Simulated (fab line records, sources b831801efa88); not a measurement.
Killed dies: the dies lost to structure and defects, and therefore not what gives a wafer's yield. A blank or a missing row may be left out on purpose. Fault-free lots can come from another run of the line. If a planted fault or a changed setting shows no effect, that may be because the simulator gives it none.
Which tool is to blame? :: flow sky130 :: Sampling: 7 lots, 21 wafers, 2 of 708 route steps

## WHAT THE GAUGES SHOWED, per wafer
SKY_SD_P_TW_MEAS_11.
lot: L936
measured: day 25 21:54
on: filmMetro-01
SD_P_TW: 2864 2850 2854

lot: L938
measured: day 27 03:13
on: filmMetro-03
SD_P_TW: 2835 2842 2841

lot: L941
measured: day 28 09:14
on: filmMetro-02
SD_P_TW: 2826 2820 2823

lot: L946
measured: day 30 01:32
on: filmMetro-02
SD_P_TW: 2821 2805 2800

lot: L953
measured: day 32 08:17
on: filmMetro-03
SD_P_TW: 2833 2841 2836

lot: L955
measured: day 32 18:20
on: filmMetro-01
SD_P_TW: 2841 2846 2854

lot: L958
measured: day 33 14:07
on: filmMetro-01
SD_P_TW: 2844 2836 2829

## WHICH TOOL RAN EACH LOT (tool, then ch and the chambers of the sampled wafers, then the start)
lot: L936
SKY_SD_P_STRIP_10: plasmaAsher-02 ch 0,1, day 25 21:48

lot: L938
SKY_SD_P_STRIP_10: plasmaAsher-04 ch 0, day 27 03:07

lot: L941
SKY_SD_P_STRIP_10: plasmaAsher-04 ch 0,1, day 28 09:08

lot: L946
SKY_SD_P_STRIP_10: plasmaAsher-02 ch 1, day 30 01:26

lot: L953
SKY_SD_P_STRIP_10: plasmaAsher-04 ch 0,1, day 32 08:11

lot: L955
SKY_SD_P_STRIP_10: plasmaAsher-02 ch 0,1, day 32 18:15

lot: L958
SKY_SD_P_STRIP_10: plasmaAsher-03 ch 0,1, day 33 14:01
- SKY_SD_P_STRIP_10: strips in O2/N2.

## THE ANSWER, worked out from the rows above alone
Rule: the lots themselves supply what counts as usual. The widest of any qualifying gaps counts: lots, ordered by their means at a reading, are off when they make up no more than a third of the lots, leave a main group of 4 or more, and stand apart from it by 3 or more times the standard deviation of that group's means. The tables above print the reading to a certain number of digits; a main group whose means all agree to those digits is not used. A lot without any number at a reading at which 4 lots or more have one is off too. Any other lot the step has rows for is counted as sound.
No lot is off on any of the readings shown, so nothing can be concluded from this.

## WHAT THE SIMULATOR HAD PUT IN
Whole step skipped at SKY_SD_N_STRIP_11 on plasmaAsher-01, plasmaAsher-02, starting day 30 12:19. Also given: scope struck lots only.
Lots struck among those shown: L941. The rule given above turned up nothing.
